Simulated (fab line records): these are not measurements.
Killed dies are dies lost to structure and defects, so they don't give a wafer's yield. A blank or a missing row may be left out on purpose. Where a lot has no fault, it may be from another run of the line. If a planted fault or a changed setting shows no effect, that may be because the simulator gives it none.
fab line records    flow sky130    part 2 of 2: steps 27 to 38 of 38
record: lots: 5  wafers: 15  lastDay: 48
route steps=708 shown POLY_GATE@224 LDD_N@237 LDD_P@255
lots untouched by any fault: they come from a run of this same line in which no faults occurred
startH: start of the lot's first displayed wafer, in hours after the record's first day    waitH: hours elapsed since this lot's preceding step    " as in the row above    L1.1+2: a row that stands for several wafers    - value missing, or start not given    * or withheld: withheld    < > ~ a bound
route shown NAME@n: names a module that has steps shown in the file, with the first one's number in the route    usual: the fault-free wafers' mean and standard deviation    same: alike in all rows    chamber/n: place in a boat    sites: each site's reading    _std_site: their standard deviation    _edge_site: inner sites' mean taken away from outer sites' mean    radiusMm: for every site, how far away it sits from the centre of the wafer    mask NAME#n: copy n    behind: tool/chamber where the wafer was last shaped    hold: the reason the lot was held/the length of the hold in hours/how it ended    device: transistor that didn't switch, given as n, p or np    end of line: at the end of the route, the tests of the same wafers    a step given without rows: its recipe and nothing more    killed: dies that structure and defects cost at the first sort, which is not the same as the wafer's yield    map: shows each die of a wafer: x if killed, . if not, _ if none is there
set.NAME: setting as actually run; set.NAME@STEP: the setting as run at that earlier step    model.NAME: the simulator's own value behind a step, which no gauge read
lots at selected steps of the route; one table per step, one row per wafer
services: from which hour (startH, from the record's first day; less than 0 if before it) a tool's chamber was out of use, for how many hours, and why
== steps ==
step: SKY_LDD_N_IMPLANT_13
recipe: species: BF2  energyKev: 50  doseCm2: 5e+12  tiltDeg: 30  rotationDeg: 90
usual: rotationDeg: 90.001/0.027  tiltDeg: 30.001/0.02
same: implantIonAmu: 49
lot.wafer  tool          chamber  startH  waitH  rotationDeg  tiltDeg
L081.1     implanter-04  0        462.61  0.1    89.960       30.016
L081.2     "             0        "       "      89.985       29.997
L081.4     "             0        "       "      89.996       30.020
L084.1     implanter-01  0        498.56  0.1    89.992       30.002
L084.2     "             0        "       "      90.032       29.993
L084.3     "             0        "       "      89.994       30.001
L085.2     implanter-01  0        507.23  0.1    89.991       29.981
L085.5     "             0        "       "      90.017       29.967
L085.6     "             0        "       "      89.976       29.991
L086.2     implanter-02  0        508.13  0.1    90.024       29.971
L086.4     "             0        "       "      90.048       29.965
L086.5     "             0        "       "      90.037       29.996
L090.1     implanter-02  0        539.66  0.1    89.992       30.002
L090.3     "             0        "       "      89.988       30.007
L090.6     "             0        "       "      90.028       30.020
step: SKY_LDD_N_IMPLANT_14
recipe: species: BF2  energyKev: 50  doseCm2: 5e+12  tiltDeg: 30  rotationDeg: 180
usual: rotationDeg: 180.01/0.044  tiltDeg: 30.000/0.017
same: implantIonAmu: 49
lot.wafer  tool          chamber  startH  waitH  rotationDeg  tiltDeg
L081.1     implanter-04  0        462.76  0.1    180.10       29.990
L081.2     "             0        "       "      179.99       29.981
L081.4     "             0        "       "      180.03       29.997
L084.1     implanter-01  0        498.71  0.1    179.99       30.014
L084.2     "             0        "       "      180.03       30.009
L084.3     "             0        "       "      180.01       30.016
L085.2     implanter-01  0        507.38  0.1    180.05       29.996
L085.5     "             0        "       "      180.09       29.999
L085.6     "             0        "       "      179.96       29.997
L086.2     implanter-02  0        508.28  0.1    179.99       29.997
L086.4     "             0        "       "      179.98       30.019
L086.5     "             0        "       "      180.00       29.987
L090.1     implanter-02  0        539.81  0.1    180.04       30.003
L090.3     "             0        "       "      180.06       30.011
L090.6     "             0        "       "      180.09       30.032
step: SKY_LDD_N_IMPLANT_15
recipe: species: BF2  energyKev: 50  doseCm2: 5e+12  tiltDeg: 30  rotationDeg: 270
usual: rotationDeg: 270.00/0.055  tiltDeg: 29.997/0.021
same: implantIonAmu: 49
lot.wafer  tool          chamber  startH  waitH  rotationDeg  tiltDeg
L081.1     implanter-04  0        462.91  0.1    270.01       29.996
L081.2     "             0        "       "      270.06       30.032
L081.4     "             0        "       "      269.93       30.021
L084.1     implanter-01  0        498.86  0.1    270.03       29.964
L084.2     "             0        "       "      270.10       29.981
L084.3     "             0        "       "      270.02       29.992
L085.2     implanter-01  0        507.53  0.1    269.97       30.010
L085.5     "             0        "       "      269.94       30.000
L085.6     "             0        "       "      269.99       29.998
L086.2     implanter-02  0        508.43  0.1    269.94       30.000
L086.4     "             0        "       "      269.98       29.980
L086.5     "             0        "       "      270.02       29.997
L090.1     implanter-02  0        539.96  0.1    270.05       29.988
L090.3     "             0        "       "      269.96       29.983
L090.6     "             0        "       "      270.01       30.002
step: SKY_LDD_N_STRIP_16
recipe: chemistry: O2/N2  powerW: 1400  pressureMtorr: 1500  platenTempC: withheld  o2FlowSccm: 3000  n2FlowSccm: 300  overashFraction: 0.5
usual: drypumpMotorCurrentA: 5.7/0.34  oesProductAu: 0.407/0.0047  stripTimeToEndpointS: 4.323/0.012
lot.wafer  tool            chamber  startH  waitH  drypumpMotorCurrentA  oesProductAu  rfHoursCounterH  stripTimeToEndpointS
L081.1     plasmaAsher-04  1        463.06  0.1    6.0                   0.407         3                4.311
L081.2     "               0        "       "      5.8                   0.404         3                4.329
L081.4     "               1        "       "      6.0                   0.406         -                4.339
L084.1     plasmaAsher-02  1        499.01  0.1    5.8                   0.405         38               4.326
L084.2     "               0        "       "      5.7                   0.404         38               4.332
L084.3     "               0        "       "      5.7                   0.399         -                4.323
L085.2     plasmaAsher-02  0        507.66  0.1    5.7                   0.409         40               4.339
L085.5     "               0        "       "      5.7                   0.406         -                4.319
L085.6     "               1        "       "      5.8                   0.407         -                4.313
L086.2     plasmaAsher-02  0        508.56  0.1    5.7                   0.410         40               4.347
L086.4     "               0        "       "      5.7                   0.416         -                4.346
L086.5     "               1        "       "      5.8                   0.405         -                4.319
L090.1     plasmaAsher-02  1        540.11  0.1    5.8                   0.412         44               4.326
L090.3     "               0        "       "      5.7                   0.404         -                4.326
L090.6     "               0        "       "      5.7                   0.410         -                4.328
step: SKY_LDD_N_TW_MEAS_17
usual: LDD_N_TW: 2605/29
lot.wafer  tool          chamber  startH  waitH  LDD_N_TW
L081.1     filmMetro-03  -        463.16  0.1    2589
L081.2     "             -        "       "      2570
L081.4     "             -        "       "      2584
L084.1     filmMetro-01  -        499.11  0.1    2640
L084.2     "             -        "       "      2642
L084.3     "             -        "       "      2635
L085.2     filmMetro-02  -        507.77  0.1    2617
L085.5     "             -        "       "      2612
L085.6     "             -        "       "      2630
L086.2     filmMetro-03  -        508.67  0.1    2583
L086.4     "             -        "       "      2575
L086.5     "             -        "       "      2572
L090.1     filmMetro-01  -        540.21  0.1    2628
L090.3     "             -        "       "      2642
L090.6     "             -        "       "      2641
step: SKY_LDD_P_DEHYDRATE_00
recipe: tempC: 200  timeS: 60
lot.wafer   tool           chamber  startH  waitH
L081.1+2+4  lithoTrack-03  0        477.57  14.4
L084.1+2+3  lithoTrack-01  0        513.97  14.8
L085.2+5+6  lithoTrack-03  0        522.59  14.8
L086.2+4+5  lithoTrack-01  0        524.04  15.4
L090.1+3+6  lithoTrack-03  0        554.82  14.6
step: SKY_LDD_P_HMDS_01
recipe: primeTimeS: 60  primeTempC: 120
lot.wafer   tool           chamber  startH  waitH
L081.1+2+4  lithoTrack-03  0        477.72  0.1
L084.1+2+3  lithoTrack-01  0        514.12  0.1
L085.2+5+6  lithoTrack-03  0        522.74  0.1
L086.2+4+5  lithoTrack-01  0        524.19  0.1
L090.1+3+6  lithoTrack-03  0        554.97  0.1
step: SKY_LDD_P_COAT_02
recipe: resist: NOVOLAK  spinRpm: 3000  resistThkNm: 1140
lot.wafer   tool           chamber  startH  waitH
L081.1+2+4  lithoTrack-03  0        477.87  0.1
L084.1+2+3  lithoTrack-01  0        514.27  0.1
L085.2+5+6  lithoTrack-03  0        522.89  0.1
L086.2+4+5  lithoTrack-01  0        524.34  0.1
L090.1+3+6  lithoTrack-03  0        555.12  0.1
step: SKY_LDD_P_SOFTBAKE_03
recipe: tempC: 90  timeS: 60  resist: NOVOLAK
lot.wafer   tool           chamber  startH  waitH
L081.1+2+4  lithoTrack-03  0        478.02  0.1
L084.1+2+3  lithoTrack-01  0        514.42  0.1
L085.2+5+6  lithoTrack-03  0        523.04  0.1
L086.2+4+5  lithoTrack-01  0        524.49  0.1
L090.1+3+6  lithoTrack-03  0        555.27  0.1
step: SKY_LDD_P_EXPOSE_04
recipe: maskId: PSDM  na: 0.6  sourceShape: conventional  sigmaOuter: 0.6  polarization: unpolarized  targetCdNm: 380  doseMj: 138
usual: stageVelMmS: 500.02/0.25
lot.wafer  tool             chamber  startH  waitH  mask    stageVelMmS
L081.1     ilineStepper-01  0        -       -      PSDM#0  500.31
L081.2     "                0        "       "      PSDM#0  500.21
L081.4     "                0        "       "      PSDM#0  500.12
L084.1     ilineStepper-02  0        -       -      PSDM#0  500.13
L084.2     "                0        "       "      PSDM#0  499.88
L084.3     "                0        "       "      PSDM#0  499.97
L085.2     ilineStepper-02  0        -       -      PSDM#0  500.19
L085.5     "                0        "       "      PSDM#0  499.95
L085.6     "                0        "       "      PSDM#0  499.92
L086.2     ilineStepper-02  0        -       -      PSDM#0  499.98
L086.4     "                0        "       "      PSDM#0  499.58
L086.5     "                0        "       "      PSDM#0  500.18
L090.1     ilineStepper-02  0        -       -      PSDM#0  500.08
L090.3     "                0        "       "      PSDM#0  499.91
L090.6     "                0        "       "      PSDM#0  499.84
step: SKY_LDD_P_PEB_05
recipe: tempC: withheld  timeS: *  resist: NOVOLAK
lot.wafer   tool           chamber  startH  waitH
L081.1+2+4  lithoTrack-04  0        -       -
L084.1+2+3  lithoTrack-03  0        -       -
L085.2+5+6  lithoTrack-01  0        -       -
L086.2+4+5  lithoTrack-04  0        -       -
L090.1+3+6  lithoTrack-03  0        -       -
step: SKY_LDD_P_DEVELOP_06
recipe: resist: NOVOLAK  developer: TMAH  developTimeS: 60  devTempC: 23
lot.wafer   tool           chamber  startH  waitH
L081.1+2+4  lithoTrack-04  0        493.63  0.1
L084.1+2+3  lithoTrack-03  0        529.47  0.1
L085.2+5+6  lithoTrack-01  0        537.69  0.1
L086.2+4+5  lithoTrack-04  0        539.05  0.1
L090.1+3+6  lithoTrack-03  0        569.42  0.1
== services ==
tool             chamber  startH  hours  kind
rieDiel-01       3        393.98  3.1    repair
implanter-04     -        394.14  1.7    repair
implanter-04     -        395.62  8.4    repair
implanter-01     -        402.23  2.1    repair
rieDiel-01       3        412.64  2.4    repair
implanter-01     -        423.32  34.8   repair
ilineStepper-01  -        427.98  1.7    pm
implanter-02     -        436.01  2.5    pm
plasmaAsher-01   -        445.00  2.0    repair
ilineStepper-02  -        446.37  3.9    repair
rieDiel-01       1        458.08  7.6    repair
implanter-01     -        460.98  3.9    repair
rieDiel-01       -        466.31  31.5   repair
implanter-04     -        468.29  1.6    repair
furnace-01       -        480.58  3.4    pm
implanter-01     -        490.55  1.2    repair
ilineStepper-02  -        491.54  4.1    repair
ilineStepper-02  -        492.76  8.2    repair
ilineStepper-02  -        500.92  1.7    pm
furnace-01       -        514.44  4.0    pm
ilineStepper-01  -        523.73  10.3   repair
rieDiel-01       3        526.91  4.8    repair
implanter-01     -        554.89  1.2    repair
plasmaAsher-02   -        567.58  1.8    repair
